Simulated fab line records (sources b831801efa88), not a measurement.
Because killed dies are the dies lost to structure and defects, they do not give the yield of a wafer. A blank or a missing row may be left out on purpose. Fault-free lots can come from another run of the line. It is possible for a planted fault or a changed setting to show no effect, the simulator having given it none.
Split-lot trial / flow sky130 / route with 708 steps; 5 lots, 23 wafers read

## THE SPLIT
At SKY_LDD_LDN_COAT_02 (resist thk 1140 nm), the setting spin_rpm was moved away from the recipe's 3000 rpm on 5 of the 23 wafers read, by -4.9% to +3.8%. All remaining wafers had this setting at the recipe value.

The reading comes from the split's own step.

## THE READING
NOVOLAK_of_LDD_LDN_COAT_02.thk_nm (the simulator's own value, which no gauge read), in nm, at SKY_LDD_LDN_COAT_02 (resist thk 1140 nm). The file does not state a usual value for it. Here, 18 wafers ran the recipe; their average is 1140 nm with a standard deviation of 2.2 nm.

wafer=L074.1; tool, chamber at the split=litho_track-01, 0; spin_rpm as run, rpm=3000; against the recipe=recipe; NOVOLAK_of_LDD_LDN_COAT_02.thk_nm, nm=1135; against lot-mates on the recipe=-
wafer=L074.2; tool, chamber at the split=litho_track-01, 0; spin_rpm as run, rpm=3000; against the recipe=recipe; NOVOLAK_of_LDD_LDN_COAT_02.thk_nm, nm=1140; against lot-mates on the recipe=-
wafer=L074.4; tool, chamber at the split=litho_track-01, 0; spin_rpm as run, rpm=3000; against the recipe=recipe; NOVOLAK_of_LDD_LDN_COAT_02.thk_nm, nm=1139; against lot-mates on the recipe=-
wafer=L074.5; tool, chamber at the split=litho_track-01, 0; spin_rpm as run, rpm=3000; against the recipe=recipe; NOVOLAK_of_LDD_LDN_COAT_02.thk_nm, nm=1141; against lot-mates on the recipe=-
wafer=L074.6; tool, chamber at the split=litho_track-01, 0; spin_rpm as run, rpm=3000; against the recipe=recipe; NOVOLAK_of_LDD_LDN_COAT_02.thk_nm, nm=1136; against lot-mates on the recipe=-
wafer=L077.1; tool, chamber at the split=litho_track-02, 0; spin_rpm as run, rpm=2853; against the recipe=-4.9%; NOVOLAK_of_LDD_LDN_COAT_02.thk_nm, nm=1171; against lot-mates on the recipe=+29
wafer=L077.2; tool, chamber at the split=litho_track-02, 0; spin_rpm as run, rpm=3000; against the recipe=recipe; NOVOLAK_of_LDD_LDN_COAT_02.thk_nm, nm=1143; against lot-mates on the recipe=-
wafer=L077.3; tool, chamber at the split=litho_track-02, 0; spin_rpm as run, rpm=3000; against the recipe=recipe; NOVOLAK_of_LDD_LDN_COAT_02.thk_nm, nm=1141; against lot-mates on the recipe=-
wafer=L077.4; tool, chamber at the split=litho_track-02, 0; spin_rpm as run, rpm=2853; against the recipe=-4.9%; NOVOLAK_of_LDD_LDN_COAT_02.thk_nm, nm=1172; against lot-mates on the recipe=+30
wafer=L077.6; tool, chamber at the split=litho_track-02, 0; spin_rpm as run, rpm=2853; against the recipe=-4.9%; NOVOLAK_of_LDD_LDN_COAT_02.thk_nm, nm=1175; against lot-mates on the recipe=+33
wafer=L083.4; tool, chamber at the split=litho_track-04, 0; spin_rpm as run, rpm=3000; against the recipe=recipe; NOVOLAK_of_LDD_LDN_COAT_02.thk_nm, nm=1140; against lot-mates on the recipe=-
wafer=L083.5; tool, chamber at the split=litho_track-04, 0; spin_rpm as run, rpm=3000; against the recipe=recipe; NOVOLAK_of_LDD_LDN_COAT_02.thk_nm, nm=1141; against lot-mates on the recipe=-
wafer=L083.6; tool, chamber at the split=litho_track-04, 0; spin_rpm as run, rpm=3000; against the recipe=recipe; NOVOLAK_of_LDD_LDN_COAT_02.thk_nm, nm=1141; against lot-mates on the recipe=-
wafer=L081.1; tool, chamber at the split=litho_track-04, 0; spin_rpm as run, rpm=3000; against the recipe=recipe; NOVOLAK_of_LDD_LDN_COAT_02.thk_nm, nm=1138; against lot-mates on the recipe=-
wafer=L081.2; tool, chamber at the split=litho_track-04, 0; spin_rpm as run, rpm=3000; against the recipe=recipe; NOVOLAK_of_LDD_LDN_COAT_02.thk_nm, nm=1139; against lot-mates on the recipe=-
wafer=L081.4; tool, chamber at the split=litho_track-04, 0; spin_rpm as run, rpm=3000; against the recipe=recipe; NOVOLAK_of_LDD_LDN_COAT_02.thk_nm, nm=1143; against lot-mates on the recipe=-
wafer=L081.5; tool, chamber at the split=litho_track-04, 0; spin_rpm as run, rpm=3000; against the recipe=recipe; NOVOLAK_of_LDD_LDN_COAT_02.thk_nm, nm=1140; against lot-mates on the recipe=-
wafer=L081.6; tool, chamber at the split=litho_track-04, 0; spin_rpm as run, rpm=3000; against the recipe=recipe; NOVOLAK_of_LDD_LDN_COAT_02.thk_nm, nm=1142; against lot-mates on the recipe=-
wafer=L085.1; tool, chamber at the split=litho_track-02, 0; spin_rpm as run, rpm=3115; against the recipe=+3.8%; NOVOLAK_of_LDD_LDN_COAT_02.thk_nm, nm=1117; against lot-mates on the recipe=-23
wafer=L085.2; tool, chamber at the split=litho_track-02, 0; spin_rpm as run, rpm=3000; against the recipe=recipe; NOVOLAK_of_LDD_LDN_COAT_02.thk_nm, nm=1142; against lot-mates on the recipe=-
wafer=L085.3; tool, chamber at the split=litho_track-02, 0; spin_rpm as run, rpm=3115; against the recipe=+3.8%; NOVOLAK_of_LDD_LDN_COAT_02.thk_nm, nm=1118; against lot-mates on the recipe=-22
wafer=L085.4; tool, chamber at the split=litho_track-02, 0; spin_rpm as run, rpm=3000; against the recipe=recipe; NOVOLAK_of_LDD_LDN_COAT_02.thk_nm, nm=1137; against lot-mates on the recipe=-
wafer=L085.6; tool, chamber at the split=litho_track-02, 0; spin_rpm as run, rpm=3000; against the recipe=recipe; NOVOLAK_of_LDD_LDN_COAT_02.thk_nm, nm=1140; against lot-mates on the recipe=-

FIT RESULTS
A straight line over all 23 wafers: NOVOLAK_of_LDD_LDN_COAT_02.thk_nm changes by -6.42 nm for each +1% of spin_rpm; r = -0.99; the points scatter about the line by 2.3 nm.
The same after taking each lot's own level away (the mean of its wafers on the recipe; 23 wafers): -6.11 nm for each +1%; r = -0.99; scatter 1.9 nm.
That fit puts the effect of the largest move of spin_rpm on the reading at 30 nm.
The lots' own levels span 1138.2 to 1142.0 nm, that is 1.7 times the standard deviation above.
Hence the lot-to-lot level has little effect on the slope; both slopes agree.
Check: for one of the wafers moved furthest among these (-4.9%), held out of the fit, the line's prediction against its lot-mates is +30.5 nm. It came out at +29 nm against them.

## THE WHOLE CHAIN: every reading that the file lists as answering this split, in the file's order
step=SKY_LDD_LDN_COAT_02; what it does=resist thk 1140 nm; reading=NOVOLAK_of_LDD_LDN_COAT_02.thk_nm (the simulator's own value, which no gauge read); change (the file's fit)=-6.03 nm for each +1% of the setting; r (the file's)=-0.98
step=SKY_LDD_LDN_STRIP_12; what it does=strips in O2/N2; reading=strip_time_to_endpoint_s; change (the file's fit)=withheld for each +1% of the setting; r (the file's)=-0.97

## THE FILE'S OWN FIT
NOVOLAK_of_LDD_LDN_COAT_02.thk_nm changes by -6.03 nm for each +1% of spin_rpm, r = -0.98.
